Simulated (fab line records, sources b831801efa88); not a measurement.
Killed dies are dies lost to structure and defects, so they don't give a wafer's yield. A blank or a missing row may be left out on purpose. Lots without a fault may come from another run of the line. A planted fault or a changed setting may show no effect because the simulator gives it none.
Which tool did it? | flow gf180mcu | 24 lots, 72 wafers sampled, at 6 steps of a route of 602

WHAT THE GAUGES READ, wafer by wafer
GF_V2_RS_MEAS_24: measures by four-point-probe.
lot  | measured     | on            | V2_W_RS (ohm/sq)
L074 | day 20 08:41 | film_metro-04 | 0.325 0.323 0.323
L075 | day 21 01:36 | film_metro-04 | 0.326 0.326 0.329
L077 | day 21 11:54 | film_metro-03 | 0.327 0.323 0.320
L076 | day 21 14:16 | film_metro-04 | 0.321 0.327 0.321
L078 | day 21 19:42 | film_metro-02 | 0.324 0.323 0.324
L079 | day 22 10:37 | film_metro-04 | 0.323 0.322 0.328
L080 | day 22 13:15 | film_metro-03 | 0.322 0.330 0.318
L081 | day 23 04:20 | film_metro-02 | 0.336 0.327 0.334
L082 | day 23 11:04 | film_metro-03 | 0.335 0.334 0.336
L083 | day 23 19:32 | film_metro-02 | 0.325 0.329 0.328
L084 | day 24 08:34 | film_metro-03 | 0.331 0.330 0.323
L085 | day 24 13:03 | film_metro-04 | 0.333 0.337 0.327
L086 | day 24 17:35 | film_metro-04 | 0.326 0.325 0.330
L087 | day 25 05:21 | film_metro-04 | 0.323 0.328 0.328
L088 | day 25 15:00 | film_metro-04 | 0.326 0.322 0.326
L089 | day 25 15:40 | film_metro-04 | 0.332 0.329 0.331
L090 | day 25 20:36 | film_metro-02 | 0.326 0.327 0.326
L091 | day 26 13:58 | film_metro-03 | 0.339 0.333 0.336
L092 | day 26 16:14 | film_metro-03 | 0.332 0.343 0.341
L093 | day 26 18:30 | film_metro-02 | 0.319 0.325 0.328
L094 | day 27 01:14 | film_metro-04 | 0.328 0.325 0.329
L095 | day 28 04:36 | film_metro-02 | 0.323 0.332 0.332
L096 | day 28 05:15 | film_metro-03 | 0.325 0.320 0.324
L097 | day 28 08:32 | film_metro-02 | 0.322 0.321 0.324

GF_V3_BOW_MEAS_05.
lot  | measured     | on            | V3_BOW (um)
L074 | day 21 10:58 | film_metro-03 | 112 129 124
L075 | day 22 02:53 | film_metro-03 | 117 110 115
L077 | day 22 13:35 | film_metro-01 | 120 110 112
L076 | day 22 16:13 | film_metro-02 | 118 106 113
L078 | day 22 21:42 | film_metro-03 | 119 123 120
L079 | day 23 11:51 | film_metro-03 | 118 119 115
L080 | day 23 14:46 | film_metro-03 | 118 117 121
L081 | day 24 05:07 | film_metro-01 | 114 121 115
L082 | day 24 11:47 | film_metro-03 | 119 116 123
L083 | day 24 20:17 | film_metro-02 | 113 116 112
L084 | day 25 08:24 | film_metro-03 | 134 131 128
L085 | day 25 13:26 | film_metro-01 | 115 111 121
L086 | day 25 16:56 | film_metro-02 | 110 127 129
L087 | day 26 04:20 | film_metro-03 | 103 108 120
L088 | day 26 14:07 | film_metro-02 | 109 115 120
L089 | day 26 14:33 | film_metro-01 | 123 108 132
L090 | day 26 19:38 | film_metro-03 | 117 116 107
L091 | day 27 13:08 | film_metro-03 | 120 118 119
L092 | day 27 14:51 | film_metro-02 | 122 127 117
L093 | day 27 17:10 | film_metro-03 | 136 123 122
L094 | day 27 23:32 | film_metro-03 | 119 125 110
L095 | day 29 01:52 | film_metro-03 | 116 118 110
L096 | day 29 02:19 | film_metro-02 | 130 112 112
L097 | day 29 05:58 | film_metro-01 | 122 118 119

GF_V3_CD_MEAS_14: target cd 260 nm.
lot  | measured     | on        | cd_nm (nm)
L074 | day 22 10:55 | cd_sem-01 | 262.0 262.0 260.8
L075 | day 23 02:20 | cd_sem-01 | 258.4 258.9 258.3
L077 | day 23 12:43 | cd_sem-02 | 259.7 259.7 260.1
L076 | day 23 15:17 | cd_sem-01 | 261.7 261.2 260.1
L078 | day 23 20:25 | cd_sem-02 | 259.9 259.0 259.2
L079 | day 24 10:42 | cd_sem-01 | 262.3 261.6 261.4
L080 | day 24 13:50 | cd_sem-02 | 261.9 261.0 261.8
L081 | day 25 02:47 | cd_sem-01 | 259.5 260.6 261.6
L082 | day 25 10:11 | cd_sem-01 | 261.6 260.4 262.5
L083 | day 25 17:43 | cd_sem-01 | 260.9 260.6 261.3
L084 | day 26 05:35 | cd_sem-02 | 259.2 260.0 260.1
L085 | day 26 10:35 | cd_sem-01 | 261.9 261.4 262.4
L086 | day 26 14:06 | cd_sem-01 | 260.5 260.3 260.1
L087 | day 27 01:34 | cd_sem-02 | 260.6 259.8 260.3
L088 | day 27 10:52 | cd_sem-01 | 259.6 260.2 261.5
L089 | day 27 11:02 | cd_sem-02 | 261.8 262.1 261.5
L090 | day 27 16:59 | cd_sem-01 | 260.9 259.8 259.0
L091 | day 28 09:52 | cd_sem-02 | 258.0 258.4 259.4
L092 | day 28 11:04 | cd_sem-02 | 260.5 260.3 260.9
L093 | day 28 13:20 | cd_sem-02 | 262.0 260.5 260.7
L094 | day 28 19:20 | cd_sem-01 | 257.8 257.6 258.9
L095 | day 29 20:55 | cd_sem-02 | 257.5 259.2 258.0
L096 | day 29 21:16 | cd_sem-01 | 262.2 262.1 262.4
L097 | day 30 00:43 | cd_sem-02 | 258.2 257.9 258.8

GF_V4_RS_MEAS_24: measures by four-point-probe.
lot  | measured     | on            | V4_W_RS (ohm/sq)
L074 | day 24 12:22 | film_metro-02 | 0.328 0.327 0.328
L075 | day 25 02:34 | film_metro-02 | 0.332 0.328 0.326
L077 | day 25 13:23 | film_metro-03 | 0.325 0.330 0.326
L076 | day 25 16:01 | film_metro-03 | 0.321 0.327 0.324
L078 | day 25 20:59 | film_metro-03 | 0.321 0.323 0.332
L079 | day 26 10:50 | film_metro-04 | 0.325 0.320 0.319
L080 | day 26 12:48 | film_metro-03 | 0.327 0.328 0.329
L081 | day 27 00:19 | film_metro-02 | 0.325 0.322 0.328
L082 | day 27 09:02 | film_metro-04 | 0.323 0.327 0.325
L083 | day 27 15:49 | film_metro-04 | 0.319 0.321 0.319
L084 | day 28 02:55 | film_metro-04 | 0.331 0.330 0.329
L085 | day 28 07:33 | film_metro-03 | 0.327 0.331 0.330
L086 | day 28 10:59 | film_metro-04 | 0.327 0.327 0.326
L087 | day 28 22:15 | film_metro-02 | 0.331 0.331 0.332
L088 | day 29 07:13 | film_metro-04 | 0.327 0.330 0.326
L089 | day 29 08:08 | film_metro-03 | 0.331 0.325 0.323
L090 | day 29 12:36 | film_metro-03 | 0.330 0.326 0.327
L091 | day 30 04:35 | film_metro-03 | 0.328 0.326 0.324
L092 | day 30 05:09 | film_metro-03 | 0.330 0.331 0.333
L093 | day 30 07:55 | film_metro-04 | 0.323 0.325 0.328
L094 | day 30 14:01 | film_metro-04 | 0.326 0.326 0.322
L095 | day 31 13:28 | film_metro-03 | 0.323 0.318 0.321
L096 | day 31 14:23 | film_metro-03 | 0.323 0.321 0.323
L097 | day 31 16:58 | film_metro-03 | 0.325 0.326 0.326

WHICH TOOL RAN EACH LOT (tool, then ch and the chambers of the sampled wafers, then the start)
lot  | GF_V4_ETCH_17                                 | GF_V4_SPUTTER_21
L074 | rie_diel-04 ch 0,1,2, day 24 12:07 or earlier | pvd_sputter-01, day 24 12:07
L075 | rie_diel-04 ch 0,1,2, day 25 02:20 or earlier | pvd_sputter-04, day 25 02:20
L077 | rie_diel-04 ch 0,3, day 25 13:11 or earlier   | pvd_sputter-04, day 25 13:11
L076 | rie_diel-04 ch 0,2, day 25 15:47 or earlier   | pvd_sputter-01, day 25 15:47
L078 | rie_diel-04 ch 0,1,3, day 25 20:45 or earlier | pvd_sputter-01, day 25 20:45
L079 | rie_diel-04 ch 0,1,2, day 26 10:38 or earlier | pvd_sputter-04, day 26 10:38
L080 | rie_diel-04 ch 0,1,2, day 26 12:31 or earlier | pvd_sputter-01, day 26 12:31
L081 | rie_diel-03 ch 0,2,3, day 27 00:05 or earlier | pvd_sputter-01, day 27 00:05
L082 | rie_diel-03 ch 0,2,3, day 27 08:47 or earlier | pvd_sputter-01, day 27 08:47
L083 | rie_diel-03 ch 0,2,3, day 27 15:33 or earlier | pvd_sputter-04, day 27 15:33
L084 | rie_diel-04 ch 0,1,3, day 28 02:41 or earlier | pvd_sputter-03, day 28 02:41
L085 | rie_diel-01 ch 0,3, day 28 07:19 or earlier   | pvd_sputter-01, day 28 07:19
L086 | rie_diel-01 ch 0,3, day 28 10:46 or earlier   | pvd_sputter-03, day 28 10:46
L087 | rie_diel-03 ch 2,3, day 28 22:01 or earlier   | pvd_sputter-04, day 28 22:01
L088 | rie_diel-01 ch 0,1,3, day 29 06:56 or earlier | pvd_sputter-04, day 29 06:56
L089 | rie_diel-03 ch 0,1,2, day 29 07:53 or earlier | pvd_sputter-03, day 29 07:53
L090 | rie_diel-04 ch 0,1,3, day 29 12:22 or earlier | pvd_sputter-03, day 29 12:22
L091 | rie_diel-04 ch 0,1,3, day 30 04:19 or earlier | pvd_sputter-04, day 30 04:19
L092 | rie_diel-01 ch 0,1,2, day 30 04:56 or earlier | pvd_sputter-03, day 30 04:56
L093 | rie_diel-01 ch 1,3, day 30 07:40 or earlier   | pvd_sputter-04, day 30 07:40
L094 | rie_diel-04 ch 1,2,3, day 30 13:46 or earlier | pvd_sputter-03, day 30 13:46
L095 | rie_diel-03 ch 0,1,3, day 31 13:15 or earlier | pvd_sputter-01, day 31 13:15
L096 | rie_diel-03 ch 0,1,2, day 31 14:10 or earlier | pvd_sputter-03, day 31 14:10
L097 | rie_diel-01 ch 0,1,3, day 31 16:43 or earlier | pvd_sputter-03, day 31 16:43
- GF_V4_ETCH_17: etches SiO2 in C4F8/O2/Ar, stops on TiN, target depth 630 nm.
- GF_V4_SPUTTER_21: material Ti, target thk 15 nm, time 80.02 s.

WHAT THE TOOLS THEMSELVES READ (means of the sampled wafers that have a number; where no wafer has one, the mark that the record gives instead)
GF_V4_ETCH_17.
lot  | tool        | bias_w (W) | oes_product_au (a.u.)
L074 | rie_diel-04 | 1197       | 0.853
L075 | rie_diel-04 | 1200       | 0.855
L077 | rie_diel-04 | 1198       | 0.858
L076 | rie_diel-04 | 1201       | 0.853
L078 | rie_diel-04 | 1199       | 0.858
L079 | rie_diel-04 | 1198       | 0.855
L080 | rie_diel-04 | 1197       | 0.856
L081 | rie_diel-03 | 1202       | 0.852
L082 | rie_diel-03 | 1201       | 0.860
L083 | rie_diel-03 | 1202       | 0.858
L084 | rie_diel-04 | 1196       | 0.855
L085 | rie_diel-01 | 1200       | 0.858
L086 | rie_diel-01 | 1201       | 0.856
L087 | rie_diel-03 | 1200       | 0.851
L088 | rie_diel-01 | 1204       | 0.854
L089 | rie_diel-03 | 1198       | 0.853
L090 | rie_diel-04 | 1199       | 0.853
L091 | rie_diel-04 | 1202       | 0.858
L092 | rie_diel-01 | 1202       | 0.854
L093 | rie_diel-01 | 1200       | 0.855
L094 | rie_diel-04 | 1197       | 0.857
L095 | rie_diel-03 | 1201       | 0.855
L096 | rie_diel-03 | 1200       | 0.859
L097 | rie_diel-01 | 1199       | 0.857

GF_V4_SPUTTER_21.
lot  | tool           | throttle_valve_pct (%)
L074 | pvd_sputter-01 | 29.7
L075 | pvd_sputter-04 | 31.4
L077 | pvd_sputter-04 | 30.1
L076 | pvd_sputter-01 | 30.2
L078 | pvd_sputter-01 | 30.0
L079 | pvd_sputter-04 | 30.7
L080 | pvd_sputter-01 | 30.3
L081 | pvd_sputter-01 | 30.6
L082 | pvd_sputter-01 | 30.3
L083 | pvd_sputter-04 | 30.3
L084 | pvd_sputter-03 | 30.8
L085 | pvd_sputter-01 | 30.4
L086 | pvd_sputter-03 | 30.6
L087 | pvd_sputter-04 | 31.7
L088 | pvd_sputter-04 | 31.9
L089 | pvd_sputter-03 | 31.0
L090 | pvd_sputter-03 | 30.8
L091 | pvd_sputter-04 | 30.7
L092 | pvd_sputter-03 | 30.5
L093 | pvd_sputter-04 | 30.9
L094 | pvd_sputter-03 | 30.3
L095 | pvd_sputter-01 | 30.2
L096 | pvd_sputter-03 | 30.5
L097 | pvd_sputter-03 | 30.3

THE ANSWER, worked out from the rows above alone
Rule: what is usual is taken from the lots themselves. Put in order of their means at a reading, lots are off if they are a third of the lots or fewer, leave a main group of 4 or more, and stand apart from it by a gap of 3 or more times the standard deviation of the main group's means; of several such gaps the widest counts. A main group whose means are all the same, to the digits that the tables above print for the reading, isn't used. A lot without any number at a reading at which 4 lots or more have one is off too. The other lots that the step has rows for count as sound. The gauges are gone through in route order, then the tools' own readings, and for those a lot's mean is taken as printed above. The first step at which some lot is off is used, and at that step the reading that is off furthest; a lot without a number counts as furthest.
No lot is off at any reading shown: from this, nothing can be told.

WHAT THE SIMULATOR HAD PUT IN
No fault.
